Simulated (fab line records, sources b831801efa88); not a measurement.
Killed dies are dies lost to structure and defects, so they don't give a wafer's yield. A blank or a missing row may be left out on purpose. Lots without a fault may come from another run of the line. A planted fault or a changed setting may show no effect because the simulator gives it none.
Which tool did it? | flow gf180mcu | 15 lots, 45 wafers sampled, at 4 steps of a route of 602

WHAT THE GAUGES READ, wafer by wafer
GF_PSD_TW_MEAS_11.
lot  | measured     | on            | PSD_TW
L926 | day 14 15:02 | film_metro-03 | 3171 3160 3150
L927 | day 15 08:34 | film_metro-04 | 3226 3199 3211
L928 | day 15 10:52 | film_metro-04 | 3219 3244 3244
L929 | day 15 18:29 | film_metro-02 | 3175 3161 3177
L930 | day 16 03:58 | film_metro-03 | 3160 3172 3171
L933 | day 16 23:44 | film_metro-03 | 3182 3160 3186
L934 | day 17 14:58 | film_metro-04 | 3221 3220 3207
L936 | day 18 01:50 | film_metro-02 | 3141 3145 3147
L941 | day 19 19:22 | film_metro-02 | 3146 3157 3166
L942 | day 20 10:59 | film_metro-04 | 3239 3227 3223
L943 | day 21 00:52 | film_metro-02 | 3134 3141 3142
L944 | day 21 12:01 | film_metro-03 | 3204 3198 3183
L946 | day 21 18:32 | film_metro-03 | 3189 3180 3188
L947 | day 22 09:34 | film_metro-04 | 3260 3239 3251
L948 | day 22 19:23 | film_metro-02 | 3165 3157 3160

GF_M1_RS_MEAS_05: measures by four-point-probe.
lot  | measured     | on            | M1_ALCU_RS (ohm/sq)
L926 | day 16 13:04 | film_metro-03 | 0.0678 0.0686 0.0677
L927 | day 17 08:49 | film_metro-04 | 0.0706 0.0697 0.0713
L928 | day 17 11:26 | film_metro-03 | 0.0694 0.0695 0.0692
L929 | day 17 20:00 | film_metro-03 | 0.0698 0.0704 0.0702
L930 | day 18 06:25 | film_metro-02 | 0.0711 0.0708 0.0695
L941 | day 21 22:20 | film_metro-04 | 0.0696 0.0697 0.0699
L942 | day 22 15:04 | film_metro-02 | 0.0689 0.0696 0.0688
L943 | day 23 03:13 | film_metro-04 | 0.0698 0.0714 0.0698
L944 | day 23 14:41 | film_metro-04 | 0.0704 0.0696 0.0703
L946 | day 23 20:01 | film_metro-02 | 0.0705 0.0707 0.0709
L947 | day 24 09:47 | film_metro-03 | 0.0691 0.0701 0.0705
L948 | day 24 19:56 | film_metro-02 | 0.0704 0.0703 0.0705

WHICH TOOL RAN EACH LOT (tool, then ch and the chambers of the sampled wafers, then the start)
lot  | GF_SAB_STRIP_13                      | GF_CONTACT_PEB_12
L926 | plasma_asher-04 ch 0,1, day 15 12:33 | litho_track-01 ch 0, day 16 11:13
L927 | plasma_asher-04 ch 0,1, day 16 06:49 | litho_track-02 ch 0, day 17 06:55
L928 | plasma_asher-04 ch 0,1, day 16 09:49 | litho_track-01 ch 0, day 17 09:36
L929 | plasma_asher-02 ch 0,1, day 16 17:31 | litho_track-03 ch 0, day 17 18:08
L930 | plasma_asher-01 ch 0, day 17 03:52   | litho_track-01 ch 0, day 18 04:24
L933 | plasma_asher-02 ch 0,1, day 18 00:15 | litho_track-01, day 19 01:22
L934 | plasma_asher-02 ch 0,1, day 18 15:53 | litho_track-02, day 19 17:40
L936 | plasma_asher-01 ch 0,1, day 19 02:16 | litho_track-02, day 20 03:37
L941 | plasma_asher-02 ch 0,1, day 20 19:52 | litho_track-03 ch 0, day 21 20:28
L942 | plasma_asher-04 ch 0,1, day 21 12:03 | litho_track-02 ch 0, day 22 13:04
L943 | plasma_asher-02 ch 0,1, day 22 01:48 | litho_track-01 ch 0, day 23 01:22
L944 | plasma_asher-04 ch 0,1, day 22 12:19 | litho_track-01 ch 0, day 23 12:21
L946 | plasma_asher-01 ch 0,1, day 22 18:40 | litho_track-02 ch 0, day 23 18:10
L947 | plasma_asher-04 ch 0,1, day 23 08:46 | litho_track-01 ch 0, day 24 07:56
L948 | plasma_asher-04 ch 1, day 23 18:52   | litho_track-03 ch 0, day 24 17:53
- GF_SAB_STRIP_13: strips in O2/N2.
- GF_CONTACT_PEB_12: peb time 90 s.

WHAT THE TOOLS THEMSELVES READ (means of the sampled wafers that have a number; where no wafer has one, the mark that the record gives instead)
GF_SAB_STRIP_13.
lot  | tool            | drypump_motor_current_A (A) | heater_power_w (W) | o2_flow_sccm (sccm) | oes_product_au (a.u.) | strip_time_to_endpoint_s (s)
L926 | plasma_asher-04 | 5.26                        | 408                | 3010                | 0.714                 | 12.60
L927 | plasma_asher-04 | 5.28                        | 406                | 3018                | 0.711                 | 12.68
L928 | plasma_asher-04 | 5.28                        | 409                | 2994                | 0.710                 | 12.65
L929 | plasma_asher-02 | 5.34                        | 309                | 2995                | 0.711                 | 12.59
L930 | plasma_asher-01 | 5.65                        | 347                | 2993                | 0.713                 | 12.62
L933 | plasma_asher-02 | 5.31                        | 310                | 2991                | 0.707                 | 12.64
L934 | plasma_asher-02 | 5.32                        | 306                | 3005                | 0.710                 | 12.60
L936 | plasma_asher-01 | 5.52                        | 373                | 3005                | 0.708                 | 12.59
L941 | plasma_asher-02 | 5.32                        | 311                | 2986                | 0.713                 | 12.62
L942 | plasma_asher-04 | 5.27                        | 410                | 3011                | 0.710                 | 12.60
L943 | plasma_asher-02 | 5.32                        | 311                | 2998                | 0.709                 | 12.59
L944 | plasma_asher-04 | 5.47                        | 361                | 3005                | 0.709                 | 12.60
L946 | plasma_asher-01 | 5.52                        | 368                | 2992                | 0.711                 | 12.59
L947 | plasma_asher-04 | 5.27                        | 410                | 2998                | 0.714                 | 12.63
L948 | plasma_asher-04 | 5.06                        | 456                | 3004                | 0.711                 | 12.59

GF_CONTACT_PEB_12.
lot  | tool           | chill_plate_temp_C (C) | exhaust_pa (Pa)
L926 | litho_track-01 | 22.83                  | 45.8
L927 | litho_track-02 | 23.01                  | 44.5
L928 | litho_track-01 | 23.15                  | 45.6
L929 | litho_track-03 | 22.94                  | 45.4
L930 | litho_track-01 | 22.77                  | 45.6
L933 | litho_track-01 | -                      | -
L934 | litho_track-02 | -                      | -
L936 | litho_track-02 | -                      | -
L941 | litho_track-03 | 23.06                  | 44.8
L942 | litho_track-02 | 22.91                  | 44.4
L943 | litho_track-01 | 22.94                  | 44.3
L944 | litho_track-01 | 22.78                  | 44.6
L946 | litho_track-02 | 23.12                  | 45.5
L947 | litho_track-01 | 23.03                  | 45.6
L948 | litho_track-03 | 23.00                  | 45.3

THE ANSWER, worked out from the rows above alone
Rule: what is usual is taken from the lots themselves. Put in order of their means at a reading, lots are off if they are a third of the lots or fewer, leave a main group of 4 or more, and stand apart from it by a gap of 3 or more times the standard deviation of the main group's means; of several such gaps the widest counts. A main group whose means are all the same, to the digits that the tables above print for the reading, isn't used. A lot without any number at a reading at which 4 lots or more have one is off too. The other lots that the step has rows for count as sound. The gauges are gone through in route order, then the tools' own readings, and for those a lot's mean is taken as printed above. The first step at which some lot is off is used, and at that step the reading that is off furthest; a lot without a number counts as furthest.
Off: L933, L934, L936, at GF_CONTACT_PEB_12 (chill_plate_temp_C). Without a number there: L933, L934, L936. The main group: mean 22.96 C, standard deviation 0.12.
A tool fits if, at that step or a process step before it, it ran every lot that is off, and no sound lot after the first of them. None of those tried fits.

WHAT THE SIMULATOR HAD PUT IN
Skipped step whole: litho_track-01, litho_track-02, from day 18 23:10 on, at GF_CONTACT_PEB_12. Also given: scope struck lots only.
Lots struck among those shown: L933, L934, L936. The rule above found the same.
